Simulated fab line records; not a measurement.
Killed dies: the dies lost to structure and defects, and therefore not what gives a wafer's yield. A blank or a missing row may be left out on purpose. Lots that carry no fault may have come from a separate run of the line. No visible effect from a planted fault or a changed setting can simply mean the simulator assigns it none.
A lot that was struck, set against a sound lot || flow sky130 || 21 out of 708 route steps
Sound: the wafers L362.2, L362.3, L362.6. Struck: wafers L368.1, L368.2, L368.3. The cause comes at the end.
At each step with rows: each side's tool, then ch and its chambers, then its first start. Under that, the readings that differ: sound wafers || struck wafers || difference of the means || sigmas: that difference in standard deviations of wafers without a fault.
alike: words and numbers the same on both sides, and readings whose means are apart by under 2 such deviations; not compared: readings that were withheld, readings missing a value for some wafer, numbers with overlapping values and no deviation given by the record, and bounds like >300 which may hide the same value.
Wherever a step has rows on one side only, a row that says differs or no value, or a row with sigmas, the two part there. When numbers do not overlap yet have no deviation, they are printed without sigmas and do not part them. A reading that every wafer of one side lacks parts them only if that side has two wafers or more.

first, 5 steps without rows for these wafers: SKY_SD_P_COAT_02 (resist thk 1140 nm); SKY_SD_P_SOFTBAKE_03 (time 60 s); SKY_SD_P_EXPOSE_04 (exposes mask PSDM, target cd 380 nm); SKY_SD_P_PEB_05; SKY_SD_P_DEVELOP_06 (develop time 60 s).
SKY_SD_P_CD_MEAS_07: target cd 380 nm.
  sound on cdSem-01 at day 26 19:08; struck on cdSem-02 at day 28 23:13
  alike: cdNm
SKY_SD_P_OVL_MEAS_08:
  sound on overlay-02 at day 26 19:14; struck on overlay-02 at day 28 23:20
  alike: SD_P_OVL
after that, 1 step had no rows for these wafers: SKY_SD_P_IMPLANT_09.
SKY_SD_P_STRIP_10: strips in O2/N2.
  sound on plasmaAsher-02 ch 0, day 26 19:25; struck on plasmaAsher-01 ch 0,1, day 28 23:31
  alike: drypumpMotorCurrentA, o2FlowSccm, oesProductAu, stripTimeToEndpointS
  not compared: rfHoursCounterH
SKY_SD_P_TW_MEAS_11:
  sound on filmMetro-04 at day 26 19:31; struck on filmMetro-01 at day 28 23:37
  alike: SD_P_TW
then, 2 steps without rows for these wafers: SKY_RES_XHIGH_DEHYDRATE_00 (time 60 s); SKY_RES_XHIGH_HMDS_01 (prime time 60 s).
SKY_RES_XHIGH_COAT_02: resist thk 1140 nm.
  sound on lithoTrack-01 ch 0, day 27 10:53; struck on lithoTrack-01 ch 0, day 29 12:43
{"reading": "spinSpeedRpm (rpm)", "sound": "2997.8 2999.0 2998.1", "struck": "2514.1 2513.1 2515.7", "difference": -484.0, "sigmas": "-99 or more"}
{"reading": "model.NOVOLAK_of_RES_XHIGH_COAT_02.thkNm (nm)", "sound": "1141 1138 1141", "struck": "1244 1240 1244", "difference": "+103", "sigmas": ""}
then, 3 steps without rows for these wafers: SKY_RES_XHIGH_SOFTBAKE_03 (time 60 s); SKY_RES_XHIGH_EXPOSE_04 (exposes mask URPM, target cd 1270 nm); SKY_RES_XHIGH_PEB_05.
SKY_RES_XHIGH_DEVELOP_06: develop time 60 s.
  sound on lithoTrack-04 ch 0, day 28 00:41; struck on lithoTrack-04 ch 0, day 30 03:22
{"reading": "model.NOVOLAK_of_RES_XHIGH_COAT_02.thkNm (nm)", "sound": "1141 1138 1140", "struck": "1243 1240 1244", "difference": "+103", "sigmas": ""}
after that, 1 step had no rows for these wafers: SKY_RES_XHIGH_IMPLANT_07.
SKY_RES_XHIGH_STRIP_08: strips in O2/N2.
  sound on plasmaAsher-04 ch 1, day 28 00:58; struck on plasmaAsher-03 ch 0,1, day 30 03:40
{"reading": "stripTimeToEndpointS (s)", "sound": "14.29 14.24 14.29", "struck": "15.45 15.40 15.45", "difference": "+1.16", "sigmas": "+31"}
  alike: drypumpMotorCurrentA, o2FlowSccm, oesProductAu
  not compared: rfHoursCounterH
SKY_RES_XHIGH_TW_MEAS_09:
  sound on filmMetro-04 at day 28 01:04; struck on filmMetro-04 at day 30 03:46
  alike: RES_XHIGH_TW
-- here the record skips 18 days between the struck wafers' starts before and after, leaving off in module RES_XHIGH and picking up in module PAD_OPEN (first step shown: number 708 of the route) --
SKY_PAD_OPEN_PROBE_99:
  only the struck wafers here have rows in the record (prober-02, day 48 07:25); the sound ones have none

== WHERE THEY PART ==
First at SKY_RES_XHIGH_COAT_02; last, within this record, at SKY_PAD_OPEN_PROBE_99.

WHY: whatever the simulator had introduced
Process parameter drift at SKY_RES_XHIGH_COAT_02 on lithoTrack-01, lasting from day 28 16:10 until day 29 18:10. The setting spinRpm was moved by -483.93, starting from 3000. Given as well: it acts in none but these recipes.
